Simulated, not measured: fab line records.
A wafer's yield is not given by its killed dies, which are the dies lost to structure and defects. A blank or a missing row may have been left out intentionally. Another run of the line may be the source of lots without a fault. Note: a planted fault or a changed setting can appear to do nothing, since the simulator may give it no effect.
Chamber matching -- flow sky130 -- SKY_VIA1_ETCH_14 on rie_diel-01: 4 sister chambers
The step etches BARC in N2/H2, stops on SiO2, time 45.9 s, target depth 60 nm. 4 wafers are shown with their chamber, then 10 later ones without.

WAFERS WITH THEIR CHAMBER
wafer,chamber,drypump_motor_current_A (A)
L083.1,2,6.0
L085.4,3,5.9
L087.1,1,5.3
L087.2,0,5.7

WAFERS WHOSE CHAMBER IS MISSING
wafer,drypump_motor_current_A (A)
L087.3,6.0
L090.1,5.9
L090.2,5.9
L090.5,5.9
L093.1,5.3
L093.2,5.7
L093.3,5.9
L097.1,5.4
L097.5,5.3
L097.6,5.9

THE CHAMBER EACH PASSED THROUGH
wafer,from the rows above,in truth
L087.3,2,2
L090.1,3,3
L090.2,3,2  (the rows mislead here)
L090.5,3,3
L093.1,1,1
L093.2,0,0
L093.3,3,3
L097.1,1,1
L097.5,1,1
L097.6,3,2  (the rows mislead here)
Placed correctly: 8 of 10. Number that these rows cannot place: 0. Wrongly placed: 2.
How it was worked out, from the rows above alone: a wafer's distance from a chamber is the root of the sum, over the readings, of the square of ((its reading less the chamber's mean) divided by the reading's scatter). The wafer belongs to the nearest chamber; if the next one is less than 2 further off, it can't be placed. Each chamber's mean is taken over the wafers shown for it. The scatter (one wafer shown for each chamber): square how far every hidden wafer sits from the nearest shown wafer, average those squares and take the square root.
